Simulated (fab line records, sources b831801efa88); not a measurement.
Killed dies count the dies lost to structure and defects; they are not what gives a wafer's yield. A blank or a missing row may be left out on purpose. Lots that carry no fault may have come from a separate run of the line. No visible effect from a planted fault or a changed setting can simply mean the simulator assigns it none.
fab line records	flow sky130
record lots=13	wafers=39	lastDay=50
route steps=708 shown LDD_N@244 LDD_HVP@282 POLY_CUT@315
lots untouched by any fault: they come from a run of this same line in which no faults occurred
startH: hours from the record's first day to the start of the lot's first wafer shown	waitH: hours elapsed since this lot's preceding step	" identical to the entry in the row above	L1.1+2: one row covering several wafers at once	- either no value or no given start	* or withheld: withheld	< > ~ a bound
route shown NAME@n: a module of which the file shows steps, and the number in the route of the first	usual: mean/standard deviation of fault-free wafers	same: alike in all rows	chamber/n: place in a boat	sites: each site's reading	_std_site: standard deviation of those values	_edge_site: mean of outer sites minus mean of inner sites	radiusMm: for every site, how far away it sits from the centre of the wafer	mask NAME#n: copy n	behind: the tool/chamber that last shaped the wafer	hold: why the lot was held/for how many hours/how that ended	device: the transistor (n, p or np) that didn't switch	end of line: at the end of the route, the tests of the same wafers	a step with no rows: only its recipe	killed: not the wafer's yield, but the dies lost to structure and defects at the first sort	map: dies across one wafer; x = killed, . = not, _ = none there
set.NAME: the setting the step ran with; set.NAME@STEP: the setting that earlier step ran with	model.NAME: the simulator's own value behind a step, which no gauge read
the route's steps for a sample of lots (tables are steps, rows are wafers)
services: the hour from which a tool's chamber was out of use, counted from the record's first day as startH (under 0 if before that day), plus the number of hours and why
## steps
# step SKY_LDD_N_OVL_MEAS_07
# usual LDD_N_OVL=-1.3/1.3
lot.wafer	tool	chamber	startH	waitH	LDD_N_OVL[nm]
L884.3	overlay-01	-	396.00	0.1	-2.5
L884.4	"	-	"	"	-1.4
L884.6	"	-	"	"	-1.5
L885.2	overlay-02	-	409.90	0.1	-0.6
L885.4	"	-	"	"	1.0
L885.5	"	-	"	"	-0.3
L886.3	overlay-01	-	417.86	0.1	-2.7
L886.5	"	-	"	"	-1.1
L886.6	"	-	"	"	-1.9
L888.1	overlay-02	-	439.85	0.1	0.6
L888.3	"	-	"	"	-1.5
L888.4	"	-	"	"	1.0
L890.2	overlay-02	-	452.06	0.1	-0.1
L890.3	"	-	"	"	0.2
L890.5	"	-	"	"	-2.2
L892.3	overlay-01	-	474.95	0.1	0.0
L892.4	"	-	"	"	-0.8
L892.6	"	-	"	"	-1.3
L893.3	overlay-02	-	481.71	0.1	0.4
L893.5	"	-	"	"	-2.0
L893.6	"	-	"	"	0.8
L894.2	overlay-01	-	501.71	0.1	-1.1
L894.3	"	-	"	"	-3.7
L894.6	"	-	"	"	-0.8
L895.1	overlay-02	-	504.79	0.1	1.2
L895.5	"	-	"	"	0.1
L895.6	"	-	"	"	1.3
L902.2	overlay-02	-	562.65	0.1	-3.4
L902.4	"	-	"	"	-3.0
L902.6	"	-	"	"	-2.7
L903.1	overlay-01	-	568.74	0.1	-2.2
L903.2	"	-	"	"	-2.0
L903.6	"	-	"	"	-1.2
L905.1	overlay-02	-	578.04	0.1	-2.1
L905.4	"	-	"	"	-1.3
L905.6	"	-	"	"	-0.8
L906.1	overlay-01	-	586.35	0.1	-1.9
L906.2	"	-	"	"	-1.7
L906.3	"	-	"	"	1.2
# step SKY_LDD_HVP_EXPOSE_04
# recipe maskId=HVPTM	na=0.6	sourceShape=conventional	sigmaOuter=0.6	polarization=unpolarized	targetCdNm=700	doseMj=86
# same sigmaOuter=0.6
lot.wafer	tool	chamber	startH	waitH	mask
L884.3+4+6	ilineStepper-01	0	473.58	-	HVPTM#0
L885.2+4+5	ilineStepper-01	0	487.56	-	HVPTM#0
L886.3+5+6	ilineStepper-01	0	496.52	-	HVPTM#0
L888.1+3+4	ilineStepper-02	0	518.52	-	HVPTM#0
L890.2+3+5	ilineStepper-02	0	531.25	-	HVPTM#0
L892.3+4+6	ilineStepper-01	0	552.33	-	HVPTM#0
L893.3+5+6	ilineStepper-01	0	558.97	-	HVPTM#0
L894.2+3+6	ilineStepper-02	0	577.54	-	HVPTM_R1#0
L895.1+5+6	ilineStepper-02	0	579.79	-	HVPTM#0
L902.2+4+6	ilineStepper-02	0	637.82	-	HVPTM#0
L903.1+2+6	ilineStepper-01	0	642.95	-	HVPTM#0
L905.1+4+6	ilineStepper-02	0	653.47	-	HVPTM#0
L906.1+2+3	ilineStepper-01	0	659.12	-	HVPTM#0
# step SKY_LDD_HVP_TW_MEAS_10
# usual LDD_HVP_TW=459/6.5
lot.wafer	tool	chamber	startH	waitH	LDD_HVP_TW
L884.3	filmMetro-01	-	488.75	0.1	470
L884.4	"	-	"	"	472
L884.6	"	-	"	"	468
L885.2	filmMetro-03	-	503.69	0.1	459
L885.4	"	-	"	"	460
L885.5	"	-	"	"	459
L886.3	filmMetro-04	-	511.67	0.1	451
L886.5	"	-	"	"	450
L886.6	"	-	"	"	450
L888.1	filmMetro-03	-	534.56	0.1	460
L888.3	"	-	"	"	456
L888.4	"	-	"	"	459
L890.2	filmMetro-04	-	545.59	0.1	455
L890.3	"	-	"	"	452
L890.5	"	-	"	"	452
L892.3	filmMetro-03	-	567.50	0.1	464
L892.4	"	-	"	"	463
L892.6	"	-	"	"	464
L893.3	filmMetro-04	-	573.70	0.1	449
L893.5	"	-	"	"	450
L893.6	"	-	"	"	449
L894.2	filmMetro-03	-	592.64	0.1	459
L894.3	"	-	"	"	460
L894.6	"	-	"	"	462
L895.1	filmMetro-01	-	595.13	0.1	470
L895.5	"	-	"	"	471
L895.6	"	-	"	"	470
L902.2	filmMetro-01	-	652.12	0.1	465
L902.4	"	-	"	"	462
L902.6	"	-	"	"	465
L903.1	filmMetro-03	-	657.68	0.1	462
L903.2	"	-	"	"	462
L903.6	"	-	"	"	460
L905.1	filmMetro-03	-	667.81	0.1	461
L905.4	"	-	"	"	463
L905.6	"	-	"	"	464
L906.1	filmMetro-03	-	672.71	0.1	457
L906.2	"	-	"	"	460
L906.3	"	-	"	"	459
# step SKY_POLY_CUT_CD_MEAS_08
# recipe targetCdNm=270
# usual cdNm=270.7/1.4
lot.wafer	tool	chamber	startH	waitH	cdNm
L884.3	cdSem-02	-	552.04	-	269.0
L884.4	"	-	"	"	267.8
L884.6	"	-	"	"	268.6
L885.2	cdSem-01	-	566.00	-	270.5
L885.4	"	-	"	"	270.5
L885.5	"	-	"	"	270.1
L886.3	cdSem-01	-	573.14	-	271.0
L886.5	"	-	"	"	270.4
L886.6	"	-	"	"	270.9
L888.1	cdSem-02	-	595.53	-	271.4
L888.3	"	-	"	"	271.8
L888.4	"	-	"	"	272.7
L890.2	cdSem-01	-	606.26	-	273.0
L890.3	"	-	"	"	271.9
L890.5	"	-	"	"	272.8
L892.3	cdSem-01	-	627.89	-	269.8
L892.4	"	-	"	"	268.8
L892.6	"	-	"	"	270.9
L893.3	cdSem-02	-	633.84	-	270.0
L893.5	"	-	"	"	269.1
L893.6	"	-	"	"	269.8
L894.2	cdSem-02	-	652.55	-	272.0
L894.3	"	-	"	"	272.1
L894.6	"	-	"	"	272.7
L895.1	cdSem-01	-	654.88	-	269.5
L895.5	"	-	"	"	268.2
L895.6	"	-	"	"	269.3
L902.2	cdSem-02	-	711.21	-	272.9
L902.4	"	-	"	"	273.1
L902.6	"	-	"	"	271.7
L903.1	cdSem-01	-	715.39	-	270.2
L903.2	"	-	"	"	270.3
L903.6	"	-	"	"	269.6
L905.1	cdSem-02	-	726.25	-	272.5
L905.4	"	-	"	"	273.4
L905.6	"	-	"	"	272.4
L906.1	cdSem-01	-	730.28	-	272.4
L906.2	"	-	"	"	272.5
L906.3	"	-	"	"	270.9
## services
tool	chamber	startH	hours	kind
ilineStepper-02	0	473.62	-	calibration
ilineStepper-02	-	481.44	20.1	repair
ilineStepper-01	0	483.37	-	calibration
ilineStepper-02	-	484.56	10.3	repair
ilineStepper-01	-	506.53	1.7	pm
ilineStepper-02	-	605.23	1.7	pm
## key
firstSign step=SKY_LDD_HVP_EXPOSE_04	reading=mask	direction=changed
effect none on later readings
metAt SKY_LDD_HVP_EXPOSE_04
struckLots L894
sortLeftOut L894.2,L894.3,L894.6
testerLeftOut L894
notActingAt SKY_LDD_N_OVL_MEAS_07,SKY_LDD_HVP_TW_MEAS_10,SKY_POLY_CUT_CD_MEAS_08
onsetBetween 531.25 577.54
fault kind=wrongMask	tool=any	chamber=-	onsetH=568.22	steps=SKY_LDD_HVP_EXPOSE_04	auxCopy=HVPTM_R1#0	cdOffsetNm=-140	scope=struckLotsOnly
# testerLeftOut: of these lots the tester's yield and bins aren't shown, on N5 and GAA mostly nor the transistor test; their killed dies are dies lost to structure and defects alone, not to doping, threshold or leakage, so they don't give the yield
# sortLeftOut: the simulated sort isn't trusted on such a fault, so these wafers' sort isn't shown, and their yield isn't known
